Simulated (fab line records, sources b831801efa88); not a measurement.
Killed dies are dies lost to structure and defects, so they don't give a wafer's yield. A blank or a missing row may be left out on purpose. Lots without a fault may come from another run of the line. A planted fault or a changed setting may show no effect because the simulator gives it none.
Tool commonality check | flow gf180mcu | 14 lots, 42 wafers sampled

WHY IT WAS OPENED
At GF_NSD_TW_MEAS_12 the reading NSD_TW is flagged on 2 of 14 lots. Wafers without a fault read 4281, standard deviation 33.
Rule: a lot is flagged when every wafer of it that has a number lies more than 4 standard deviations from that mean, or none has a number. The other lots count as sound.

lot  | measured     | on            | NSD_TW, wafer by wafer | flag
L549 | day 13 12:19 | film_metro-02 | 4309 4297 4347         |
L550 | day 13 17:22 | film_metro-02 | 4311 4311 4308         |
L551 | day 14 00:19 | film_metro-02 | 4348 4308 4320         |
L552 | day 14 09:58 | film_metro-02 | 4313 4325 4304         |
L553 | day 14 19:34 | film_metro-01 | 4257 4224 4253         |
L557 | day 16 03:43 | film_metro-01 | 4289 4281 4278         |
L559 | day 16 16:07 | film_metro-02 | 1974 1984 1981         | FLAGGED
L562 | day 17 19:51 | film_metro-02 | 2009 1971 1968         | FLAGGED
L565 | day 19 02:01 | film_metro-04 | 4250 4232 4244         |
L566 | day 19 10:19 | film_metro-01 | 4257 4244 4248         |
L567 | day 19 13:25 | film_metro-01 | 4257 4226 4264         |
L570 | day 20 15:13 | film_metro-02 | 4308 4280 4281         |
L571 | day 20 22:37 | film_metro-02 | 4302 4323 4321         |
L572 | day 21 05:35 | film_metro-01 | 4246 4262 4239         |
The numbers of the flagged lots are 1981 on average: -2300 against the usual, or -70 standard deviations.

WHICH TOOL RAN EACH LOT
The record holds 1 process step before the reading, out of a route of 602 steps. In each cell: the tool, then ch and the chambers that the sampled wafers went through, then the start.
lot  | flag    | GF_NSD_DEVELOP_06
L549 |         | litho_track-04 ch 0, day 13 11:38
L550 |         | litho_track-04 ch 0, day 13 16:41
L551 |         | litho_track-04 ch 0, day 13 23:36
L552 |         | litho_track-04 ch 0, day 14 09:15
L553 |         | litho_track-02 ch 0, day 14 18:54
L557 |         | litho_track-04 ch 0, day 16 03:00
L559 | FLAGGED | litho_track-02 ch 0, day 16 15:25
L562 | FLAGGED | litho_track-02 ch 0, day 17 19:09
L565 |         | litho_track-04 ch 0, day 19 01:00
L566 |         | litho_track-04 ch 0, day 19 09:38
L567 |         | litho_track-04 ch 0, day 19 12:44
L570 |         | litho_track-01 ch 0, day 20 14:31
L571 |         | litho_track-04 ch 0, day 20 21:56
L572 |         | litho_track-01 ch 0, day 21 04:55
What these steps do:
- GF_NSD_DEVELOP_06: develop time 60 s.
- GF_NSD_TW_MEAS_12

FLAGGED OVER TOTAL, TOOL BY TOOL (the gauges that took the reading come last)
step              | tool           | lots run | flagged | share of the flagged lots | sound lots run after its first flagged lot
GF_NSD_DEVELOP_06 | litho_track-01 | 2        | 0       | none                      | -
GF_NSD_DEVELOP_06 | litho_track-02 | 3        | 2       | all                       | 0
GF_NSD_DEVELOP_06 | litho_track-04 | 9        | 0       | none                      | -
GF_NSD_TW_MEAS_12 | film_metro-01  | 5        | 0       | none                      | -
GF_NSD_TW_MEAS_12 | film_metro-02  | 8        | 2       | all                       | 2 (L570,L571)
GF_NSD_TW_MEAS_12 | film_metro-04  | 1        | 0       | none                      | -

WHAT THE TABLE ALLOWS
2 rows of the table ran every flagged lot: litho_track-02 at GF_NSD_DEVELOP_06, film_metro-02 at GF_NSD_TW_MEAS_12.
- litho_track-02 at GF_NSD_DEVELOP_06: 2 of its 3 lots flagged. Its last sound lot is L553 (day 14 18:54), its first flagged lot L559 (day 16 15:25): a fault that began between those two fits.
- film_metro-02 at GF_NSD_TW_MEAS_12: 2 of its 8 lots flagged. Sound lots ran on it after the first flagged one (L570, L571), which a lasting fault on the whole tool wouldn't allow.
One tool is left: litho_track-02 at GF_NSD_DEVELOP_06.

WHAT THE SIMULATOR HAD PUT IN
Process parameter drift: litho_track-02, from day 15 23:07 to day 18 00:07, at GF_NSD_DEVELOP_06. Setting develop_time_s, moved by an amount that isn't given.
Lots struck among those shown: L559, L562. The rule above found the same.
